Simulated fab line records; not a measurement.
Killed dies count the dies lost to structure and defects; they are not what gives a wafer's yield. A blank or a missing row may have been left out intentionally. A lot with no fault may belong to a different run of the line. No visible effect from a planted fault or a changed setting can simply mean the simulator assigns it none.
fab line records	flow sky130
record: lots: 4	wafers: 12	lastDay: 50
route steps=708 shown LDD_LDN@292 SPACER@304 POLY_CUT@307 SD_P@320 RES_XHIGH@332 SALICIDE@361 PAD_OPEN@708
lots with no fault: from the same line, run without faults
startH: start of the lot's first displayed wafer, in hours after the record's first day	waitH: time in hours since the lot's previous step	" identical to the entry in the row above	L1.1+2: a row that stands for several wafers	- no value present, or no start provided	* or withheld: withheld	< > ~ a bound
route shown NAME@n: names a module that has steps shown in the file, with the first one's number in the route	usual: mean and standard deviation over wafers with no fault	same: alike in all rows	chamber/n: place in a boat	sites: readings site by site	_std_site: their standard deviation	_edge_site: outer sites' mean less inner sites'	radiusMm: how far each site lies from the wafer's centre	mask NAME#n: copy n	behind: the tool/chamber that last shaped the wafer	hold: reason for holding the lot/hours on hold/outcome of the hold	device: transistor that didn't switch, given as n, p or np	end of line: at the end of the route, the tests of the same wafers	step lacking rows: just its recipe	killed: at the first sort, the dies lost to defects and structure; wafer yield is something else	map: a wafer's dies, x killed, . not, _ none there
set.NAME: the run value of the setting; set.NAME@STEP: its run value at that earlier step	model.NAME: the simulator's own value behind a step, which no gauge read
a table for each step, a row for each wafer; lots at some steps of the route
services: a tool's chamber out of use, with start hour (startH, from the record's first day; less than 0 if before it), hours out, and reason
== steps ==
step: SKY_LDD_LDN_SOFTBAKE_03
recipe: tempC: 90	timeS: 60	resist: NOVOLAK
step: SKY_LDD_LDN_EXPOSE_04
recipe: maskId: LDNTM	na: 0.6	sourceShape: conventional	sigmaOuter: 0.6	polarization: unpolarized	targetCdNm: 700	doseMj: 140
step: SKY_LDD_LDN_PEB_05
recipe: tempC: withheld	timeS: *	resist: NOVOLAK
step: SKY_LDD_LDN_DEVELOP_06
recipe: resist: NOVOLAK	developer: TMAH	developTimeS: 60	devTempC: 23
step: SKY_LDD_LDN_IMPLANT_08
recipe: species: As	energyKev: 15	doseCm2: 1.25e+13	tiltDeg: withheld	rotationDeg: 23
step: SKY_LDD_LDN_IMPLANT_09
recipe: species: As	energyKev: 15	doseCm2: 1.25e+13	tiltDeg: withheld	rotationDeg: 113
step: SKY_LDD_LDN_IMPLANT_10
recipe: species: As	energyKev: 15	doseCm2: 1.25e+13	tiltDeg: withheld	rotationDeg: 203
step: SKY_LDD_LDN_IMPLANT_11
recipe: species: As	energyKev: 15	doseCm2: 1.25e+13	tiltDeg: withheld	rotationDeg: 293
step: SKY_LDD_LDN_STRIP_12
recipe: chemistry: O2/N2	powerW: 1400	pressureMtorr: 1500	platenTempC: withheld	o2FlowSccm: 3000	n2FlowSccm: 300	overashFraction: 0.5
step: SKY_LDD_LDN_CLEAN_14
recipe: chemistry: SC1/SC2	mix: 1:4:20	tempC: 70	timeS: 150	dry: n2Spin
step: SKY_SPACER_CVD_00
recipe: material: Si3N4	precursor: DCS/NH3	targetThkNm: 43.1	tempC: 770	timeS: 740	pressureMtorr: 250
usual: spikeTcTopC: 782.0/1.1	zonePowerCentrePct: 13.9/0.63
lot.wafer	tool	chamber	startH	waitH	spikeTcTopC	zonePowerCentrePct	model.Si3N4_of_SPACER_CVD_00.thkNm
L800.1	lpcvd-02	1	594.90	0.8	783.0	14.4	37.3
L800.2	"	1	"	"	780.7	14.4	37.26
L800.4	"	1	"	"	780.3	14.2	37.54
L801.3	lpcvd-02	1	604.85	0.8	782.9	14.4	37.3
L801.4	"	1	"	"	783.3	14.4	36.93
L801.6	"	1	"	"	781.6	14.7	36.98
L809.1	lpcvd-02	0	673.88	0.5	782.1	13.1	43.09
L809.3	"	0	"	"	782.1	13.1	43.19
L809.5	"	0	"	"	782.0	13.0	43.3
L812.2	lpcvd-02	0	707.38	0.4	782.1	13.3	42.56
L812.3	"	0	"	"	784.1	13.4	43
L812.6	"	0	"	"	784.5	13.4	42.62
step: SKY_SPACER_THK_MEAS_01
recipe: reads: Si3N4_of_SPACER_CVD_00
usual: SPACER_CVD_00_THK: 43.0/0.36
lot.wafer	tool	chamber	startH	waitH	SPACER_CVD_00_THK[nm]
L800.1	filmMetro-01	-	596.10	0.0	37.3
L800.2	"	-	"	"	37.3
L800.4	"	-	"	"	37.5
L801.3	filmMetro-04	-	606.07	0.0	37.3
L801.4	"	-	"	"	36.9
L801.6	"	-	"	"	37.1
L809.1	filmMetro-01	-	675.08	0.0	43.1
L809.3	"	-	"	"	43.2
L809.5	"	-	"	"	43.3
L812.2	filmMetro-01	-	708.59	0.0	42.6
L812.3	"	-	"	"	43.0
L812.6	"	-	"	"	42.6
step: SKY_SPACER_ETCHBACK_02
recipe: chemistry: CH3F/O2	target: Si3N4	stopOn: SiO2	sourceW: 400	biasW: 80	pressureMtorr: 25	ch3fFlowSccm: 40	O2_flow_sccm: 30	timeS: 46.7	targetDepthA: 450
usual: O2_flow_sccm: 29.99/0.085	chamberPressureMTorr: 24.997/0.023	drypumpMotorCurrentA: 5.6/0.45	oesProductAu: 0.853/0.0059	throttleValvePct: 10.561/0.0086
lot.wafer	tool	chamber	startH	waitH	O2_flow_sccm	chamberPressureMTorr	drypumpMotorCurrentA	oesProductAu	rfHoursCounterH	throttleValvePct	model.etch.depthNm
L800.1	rieDiel-01	1	596.16	0.1	29.97	24.982	5.4	0.789	42	10.566	37.3
L800.2	"	2	"	"	30.09	24.997	5.9	0.785	4	10.556	37.26
L800.4	"	3	"	"	30.07	24.972	5.9	0.786	15	10.556	37.54
L801.3	rieDiel-01	3	606.11	0.0	29.96	25.038	6.0	0.792	15	10.554	37.3
L801.4	"	1	"	"	30.04	25.017	5.4	0.794	42	10.542	36.93
L801.6	"	2	"	"	29.98	25.001	5.9	0.793	-	10.561	36.98
L809.1	rieDiel-03	3	675.14	0.1	30.11	24.963	5.1	0.850	5	10.558	43.09
L809.3	"	0	"	"	29.97	24.986	5.6	0.857	13	10.573	43.19
L809.5	"	0	"	"	30.10	25.001	5.6	0.855	-	10.558	43.3
L812.2	rieDiel-03	2	708.64	0.0	30.06	25.023	6.3	0.844	8	10.556	42.56
L812.3	"	1	"	"	29.90	24.978	5.2	0.855	8	10.563	43
L812.6	"	2	"	"	29.93	24.992	6.3	0.855	-	10.559	42.62
step: SKY_POLY_CUT_DEHYDRATE_00
recipe: tempC: 200	timeS: 60
step: SKY_POLY_CUT_HMDS_01
recipe: primeTimeS: 60	primeTempC: 120
step: SKY_POLY_CUT_COAT_02
recipe: resist: BARC	tempC: withheld	timeS: withheld	spinRpm: 3000	resistThkNm: 60
step: SKY_POLY_CUT_COAT_03
recipe: resist: KrF-thick	spinRpm: 3000	resistThkNm: 450
step: SKY_POLY_CUT_SOFTBAKE_04
recipe: tempC: 100	timeS: 90	resist: KrF-thick
step: SKY_POLY_CUT_EXPOSE_05
recipe: maskId: NPCM	na: 0.8	sourceShape: annular	sigmaInner: 0.55	sigmaOuter: 0.85	targetCdNm: 270	doseMj: 32
step: SKY_POLY_CUT_PEB_06
recipe: pebTempC: withheld	pebTimeS: withheld	resist: KrF-thick
step: SKY_POLY_CUT_DEVELOP_07
recipe: developTimeS: 60	resist: KrF-thick	devTempC: 21
step: SKY_POLY_CUT_ETCH_10
recipe: chemistry: N2/H2	target: BARC	ionEnergyEv: 200	sourceW: 500	biasW: 100	pressureMtorr: 30	n2FlowSccm: 100	h2FlowSccm: 200	stopOn: SiO2	timeS: 45.9	targetDepthA: 600
step: SKY_POLY_CUT_ETCH_11
recipe: target: Si3N4	chemistry: CF4/CH2F2/Ar	stopOn: poly-Si	sourceW: 600	biasW: 150	pressureMtorr: 40	cf4FlowSccm: 40	ch2f2FlowSccm: 20	Ar_flow_sccm: 150	timeS: 42.5	targetDepthA: 600
step: SKY_POLY_CUT_STRIP_12
recipe: chemistry: O2/N2	powerW: 1400	pressureMtorr: 1500	platenTempC: withheld	o2FlowSccm: 3000	n2FlowSccm: 300	overashFraction: 0.5
step: SKY_SD_P_DEHYDRATE_00
recipe: tempC: 200	timeS: 60
step: SKY_SD_P_HMDS_01
recipe: primeTimeS: 60	primeTempC: 120
step: SKY_SD_P_COAT_02
recipe: resist: NOVOLAK	spinRpm: 3000	resistThkNm: 1140
step: SKY_SD_P_SOFTBAKE_03
recipe: tempC: 90	timeS: 60	resist: NOVOLAK
step: SKY_SD_P_EXPOSE_04
recipe: maskId: PSDM	na: 0.6	sourceShape: conventional	sigmaOuter: 0.6	polarization: unpolarized	targetCdNm: 380	doseMj: 138
step: SKY_SD_P_PEB_05
recipe: tempC: withheld	timeS: *	resist: NOVOLAK
step: SKY_SD_P_DEVELOP_06
recipe: resist: NOVOLAK	developer: TMAH	developTimeS: 60	devTempC: 23
step: SKY_SD_P_IMPLANT_09
recipe: species: BF2	energyKev: 20	doseCm2: 3e+15	tiltDeg: 0
step: SKY_SD_P_STRIP_10
recipe: chemistry: O2/N2	powerW: 1400	pressureMtorr: 1500	platenTempC: withheld	o2FlowSccm: 3000	n2FlowSccm: 300	overashFraction: 0.5
step: SKY_RES_XHIGH_DEHYDRATE_00
recipe: tempC: 200	timeS: 60
step: SKY_RES_XHIGH_HMDS_01
recipe: primeTimeS: 60	primeTempC: 120
step: SKY_SALICIDE_CLEAN_00
recipe: chemistry: HF-last	timeS: 30	dilution: 100:1	dry: ipaMarangoni
lot.wafer	tool	chamber	startH	waitH	model.Si3N4_of_SPACER_CVD_00.thkNm
L800.1	wetBench-04	2	711.74	0.1	36.32
L800.2	"	2	"	"	36.29
L800.4	"	2	"	"	36.56
L801.3	wetBench-04	3	720.75	0.1	36.31
L801.4	"	3	"	"	35.94
L801.6	"	3	"	"	36
L809.1	wetBench-02	1	787.14	0.1	42.11
L809.3	"	1	"	"	42.21
L809.5	"	1	"	"	42.32
L812.2	wetBench-02	1	818.63	0.1	41.57
L812.3	"	1	"	"	42.01
L812.6	"	1	"	"	41.63
step: SKY_PAD_OPEN_PROBE_99
usual: killed_at_M0_to_M3: 43/6.7	killed_at_M4_up: 3.1/1.9	killedAtContacts: 25/5	killedAtFrontEnd: 15/4	killedAtOther: 0.4/0.69	killedDies: 87/9.2	killedOpen: 46/7.1	killedShort: 40/6.8
same: grossDies: 492	killedAtBackSide: 0
lot.wafer	tool	chamber	startH	waitH	killed_at_M0_to_M3	killed_at_M4_up	killedAtContacts	killedAtFrontEnd	killedAtOther	killedDies	killedOpen	killedShort	model.etest.pfet_01v8.rOnOhmUm	model.etest.sonosUncharged.rOnOhmUm	model.etest.pfet_01v8.driveUaUm	model.etest.sramPfetLatch.driveUaUm	model.etest.pfet_01v8_hvt.driveUaUm	model.etest.pfet_01v8_mvt.driveUaUm	model.etest.pfet_01v8_lvt.driveUaUm	model.etest.ring_1v8.delayPs
L800.1	prober-01	-	1126.96	0.1	39	3	17	15	1	75	40	35	2763	793.3	202.1	150.9	150.8	157.6	182.5	21.02
L800.2	prober-01	-	1127.01	0.1	33	2	25	16	0	76	39	37	2763	794.4	203	156	152.8	162	184	21
L800.4	prober-01	-	1127.11	0.2	32	2	22	14	0	70	34	36	2778	789.1	202.4	154.2	153	158.1	181.4	20.65
L801.3	prober-02	-	1129.61	0.2	46	2	27	14	0	89	53	36	2652	759.8	215.4	164.6	160.4	161.8	183.8	19.42
L801.4	prober-02	-	1129.66	0.2	47	3	21	10	0	81	48	32	2646	775.6	212	155.9	160.6	160.9	184.6	19.95
L801.6	prober-02	-	1129.76	0.2	44	2	35	18	0	99	54	45	2618	781.5	216.5	169.9	162.7	162	184.6	19.74
L809.1	prober-01	-	1175.57	0.1	37	3	26	18	2	86	42	42	2809	795.9	200.2	149.7	149.6	157	178.2	20.92
L809.3	prober-01	-	1175.67	0.2	42	4	21	20	2	89	42	45	2946	830.1	191.1	140.2	140.8	150.3	172	21.71
L809.5	prober-01	-	1175.77	0.2	39	1	20	6	1	67	31	34	2900	822.6	196.2	145.2	146.4	153.8	175.7	20.77
L812.2	prober-01	-	1195.88	0.1	36	5	26	13	0	80	38	42	2988	827.1	182.5	142.4	136.8	143.6	168	22.05
L812.3	prober-01	-	1195.93	0.2	39	3	30	17	0	89	43	46	2889	806.5	190.5	141	143.8	148.8	170.8	21.02
L812.6	prober-01	-	1196.08	0.2	48	7	31	9	0	95	44	51	2857	819.6	193.6	148	145.2	150.4	172.8	20.77
killed by level:class
L800.1 VIA1:geometricParticle:open=12 METAL1:geometricParticle:short=7 LI_CONTACT:geometricParticle:short=5 LI_CONTACT:geometricParticle:open=5 CONTACT:geometricParticle:open=5 FIELD_ISO:geometricParticle:open=4 POLY_GATE:geometricParticle:open=4 VIA2:geometricParticle:open=4
L800.2 VIA1:geometricParticle:open=8 CONTACT:geometricParticle:open=8 METAL1:geometricParticle:short=7 CONTACT:geometricParticle:short=6 FIELD_ISO:geometricParticle:short=5 VIA2:geometricParticle:open=5 FIELD_ISO:geometricParticle:open=4 LI_CONTACT:geometricParticle:open=4
L800.4 LI_CONTACT:geometricParticle:open=7 CONTACT:geometricParticle:short=6 VIA1:geometricParticle:open=6 METAL2:geometricParticle:short=5 CONTACT:geometricParticle:open=5 METAL1:geometricParticle:short=5 VIA1:geometricParticle:short=5 VIA2:geometricParticle:open=5
L801.3 CONTACT:geometricParticle:open=14 VIA1:geometricParticle:open=13 METAL1:geometricParticle:short=9 VIA2:geometricParticle:open=7 LI_CONTACT:geometricParticle:open=5 VIA3:geometricParticle:short=5 LOCAL_INTERCONNECT:geometricParticle:short=4 VIA3:geometricParticle:open=4
L801.4 VIA1:geometricParticle:open=10 VIA2:geometricParticle:open=10 VIA1:geometricParticle:short=7 LI_CONTACT:geometricParticle:open=5 CONTACT:geometricParticle:short=5 POLY_GATE:geometricParticle:open=4 VIA3:geometricParticle:open=4 LOCAL_INTERCONNECT:geometricParticle:short=4
L801.6 CONTACT:geometricParticle:open=13 VIA1:geometricParticle:open=12 LOCAL_INTERCONNECT:geometricParticle:short=9 LI_CONTACT:geometricParticle:open=7 VIA1:geometricParticle:short=7 FIELD_ISO:geometricParticle:short=6 METAL1:geometricParticle:short=6 POLY_GATE:geometricParticle:open=5
L809.1 VIA1:geometricParticle:open=10 VIA2:geometricParticle:open=9 CONTACT:geometricParticle:short=8 POLY_GATE:geometricParticle:short=5 LI_CONTACT:geometricParticle:open=5 CONTACT:geometricParticle:open=5 METAL2:geometricParticle:short=5 FIELD_ISO:geometricParticle:open=4
L809.3 CONTACT:geometricParticle:open=9 VIA1:geometricParticle:open=9 VIA3:geometricParticle:open=7 VIA2:geometricParticle:open=6 METAL1:geometricParticle:short=6 POLY_GATE:geometricParticle:short=5 CONTACT:geometricParticle:short=5 POLY_GATE:geometricParticle:open=4
L809.5 VIA3:geometricParticle:open=9 LI_CONTACT:geometricParticle:open=8 VIA1:geometricParticle:open=8 LI_CONTACT:geometricParticle:short=6 VIA1:geometricParticle:short=4 METAL3:geometricParticle:short=4 CONTACT:geometricParticle:short=3 METAL1:geometricParticle:short=3
L812.2 CONTACT:geometricParticle:open=8 LOCAL_INTERCONNECT:geometricParticle:short=7 VIA1:geometricParticle:open=7 LI_CONTACT:geometricParticle:open=6 POLY_GATE:geometricParticle:open=5 VIA1:geometricParticle:short=5 VIA3:geometricParticle:short=5 METAL1:geometricParticle:short=4
L812.3 CONTACT:geometricParticle:open=12 VIA1:geometricParticle:open=11 LOCAL_INTERCONNECT:geometricParticle:short=8 METAL2:geometricParticle:short=8 POLY_GATE:geometricParticle:short=6 METAL1:geometricParticle:short=5 POLY_GATE:geometricParticle:open=4 CONTACT:geometricParticle:short=4
L812.6 VIA1:geometricParticle:open=13 CONTACT:geometricParticle:open=9 METAL1:geometricParticle:short=9 CONTACT:geometricParticle:short=8 FIELD_ISO:geometricParticle:short=6 LI_CONTACT:geometricParticle:open=6 METAL2:geometricParticle:short=5 METAL4:geometricParticle:short=5
== services ==
tool	chamber	startH	hours	kind
rieDiel-03	1	609.17	4.8	repair
rieDiel-03	2	647.82	7.7	repair
wetBench-02	-	652.99	1.7	repair
rieDiel-01	3	674.53	6.9	repair
rieDiel-01	0	680.12	9.9	repair
rieDiel-01	-	714.24	5.7	repair
rieDiel-03	0	727.04	2.8	repair
rieDiel-01	0	728.48	3.9	repair
rieDiel-01	0	738.54	7.4	repair
rieDiel-03	3	742.55	10.2	repair
rieDiel-01	1	745.94	-	clean
rieDiel-01	1	745.94	17.3	scheduledDown
rieDiel-01	1	745.94	17.3	ventCycle
lpcvd-02	-	752.16	2.8	pm
rieDiel-01	2	772.10	7.7	repair
rieDiel-01	0	791.59	8.7	repair
rieDiel-01	0	800.29	-	clean
rieDiel-01	0	800.29	28.6	scheduledDown
rieDiel-01	0	800.29	28.6	ventCycle
== key ==
firstSign: step: SKY_SPACER_THK_MEAS_01	reading: SPACER_CVD_00_THK	direction: down	sigmas: 16	usual: 43.0	struck: 37.2
effect: step: SKY_SPACER_ETCHBACK_02	reading: oesProductAu	direction: down	sigmas: 11	usual: 0.853	struck: 0.790
modelEffect: step: SKY_SPACER_CVD_00	value: Si3N4_of_SPACER_CVD_00.thkNm	without: 43.13	struck: 37.22
modelEffect: step: SKY_SPACER_ETCHBACK_02	value: etch.depthNm	without: 43.13	struck: 37.22
modelEffect: step: SKY_SALICIDE_CLEAN_00	value: Si3N4_of_SPACER_CVD_00.thkNm	without: 42.14	struck: 36.24
modelEffect: step: SKY_PAD_OPEN_PROBE_99	value: etest.pfet_01v8.rOnOhmUm	without: 2889	struck: 2703
metAt SKY_SPACER_CVD_00
struckWafers L800.1,L800.2,L800.4,L801.3,L801.4,L801.6
testerLeftOut L800,L801
fault: kind: processParameterDrift	tool: lpcvd-02	chamber: 1	onsetH: 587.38	steps: SKY_SPACER_CVD_00	channel: targetThkNm	offset: -5.9066	shape: step	endH: 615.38	actsIn: theseRecipesOnly	stated: 43.1
testerLeftOut: of these lots the tester's yield and bins aren't shown, on N5 and GAA mostly nor the transistor test; their killed dies are dies lost to structure and defects alone, not to doping, threshold or leakage, so they don't give the yield
